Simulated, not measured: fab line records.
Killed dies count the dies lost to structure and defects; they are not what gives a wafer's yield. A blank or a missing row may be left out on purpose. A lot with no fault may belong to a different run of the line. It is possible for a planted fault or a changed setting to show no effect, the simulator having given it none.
Which tool did it? / flow gf180mcu / 18 wafers from 6 lots sampled at 4 of the route's 602 steps

## WHAT EACH GAUGE READ, for each wafer
GF_CONTACT_THK_MEAS_01.
lot=L220; measured=day 16 11:17; on=film metro-03; CONTACT_CVD_00_THK (nm)=301 295 302
lot=L225; measured=day 18 05:56; on=film metro-04; CONTACT_CVD_00_THK (nm)=602 612 601
lot=L230; measured=day 20 12:16; on=film metro-03; CONTACT_CVD_00_THK (nm)=300 302 298
lot=L232; measured=day 21 05:49; on=film metro-03; CONTACT_CVD_00_THK (nm)=299 296 300
lot=L235; measured=day 21 19:59; on=film metro-03; CONTACT_CVD_00_THK (nm)=300 298 299
lot=L239; measured=day 23 06:02; on=film metro-03; CONTACT_CVD_00_THK (nm)=300 300 303

## WHICH TOOL RAN EACH LOT (tool, then ch and the chambers of the sampled wafers, then the start)
lot=L220; GF_PSD_RTA_13=rtp anneal-02 ch 0, day 15 11:39; GF_SAB_ETCH_11=rie diel-01 ch 1,2, day 16 10:22; GF_CONTACT_CVD_00=hdpcvd-02 ch 0,2, day 16 11:14
lot=L225; GF_PSD_RTA_13=rtp anneal-01 ch 0, day 17 04:54; GF_SAB_ETCH_11=rie diel-02 ch 0,2,3, day 18 04:35; GF_CONTACT_CVD_00=hdpcvd-01 ch 0,2, day 18 05:34
lot=L230; GF_PSD_RTA_13=rtp anneal-02 ch 0, day 19 10:50; GF_SAB_ETCH_11=rie diel-02 ch 0,1,3, day 20 11:19; GF_CONTACT_CVD_00=hdpcvd-02 ch 0,1,2, day 20 12:13
lot=L232; GF_PSD_RTA_13=rtp anneal-02 ch 0, day 20 04:31; GF_SAB_ETCH_11=rie diel-02 ch 0,1, day 21 04:43; GF_CONTACT_CVD_00=hdpcvd-01 ch 0,1,2, day 21 05:45
lot=L235; GF_PSD_RTA_13=rtp anneal-02 ch 0, day 20 19:06; GF_SAB_ETCH_11=rie diel-01 ch 1,2,3, day 21 18:53; GF_CONTACT_CVD_00=hdpcvd-01 ch 0,1, day 21 19:56
lot=L239; GF_PSD_RTA_13=rtp anneal-02 ch 0, day 22 06:37; GF_SAB_ETCH_11=rie diel-04 ch 0,1,2, day 23 05:07; GF_CONTACT_CVD_00=hdpcvd-01 ch 0,1, day 23 05:59
- GF_PSD_RTA_13: time 20 s.
- GF_SAB_ETCH_11: etches SiO2 in C4F8/O2/Ar, target depth 55 nm, time 8.5 s.
- GF_CONTACT_CVD_00: deposits SiO2, target thk 300 nm, time 50 s.

## THE ANSWER, worked out from the rows above alone
Rule: usual is defined by the lots themselves. The widest of any qualifying gaps counts: lots, ordered by their means at a reading, are off when they make up no more than a third of the lots, leave a main group of 4 or more, and stand apart from it by 3 or more times the standard deviation of that group's means. The tables above print the reading to a certain number of digits; a main group whose means all agree to those digits is not used. Also off: a lot with no number at a reading for which 4 or more lots have one. All remaining lots with rows at the step are treated as sound.
Off: at GF_CONTACT_THK_MEAS_01 (CONTACT_CVD_00_THK), L225. The main group: mean 300 nm, standard deviation 0.91.
A tool fits if, at a process step before that reading, it ran every lot that is off, and no sound lot after the first of them. Gauges at GF_CONTACT_THK_MEAS_01: tried the same way as those tools. This does not decide it: 2 tools fit, namely rtp anneal-01 at GF_PSD_RTA_13 and film metro-04 at GF_CONTACT_THK_MEAS_01.

## WHAT THE SIMULATOR PUT IN
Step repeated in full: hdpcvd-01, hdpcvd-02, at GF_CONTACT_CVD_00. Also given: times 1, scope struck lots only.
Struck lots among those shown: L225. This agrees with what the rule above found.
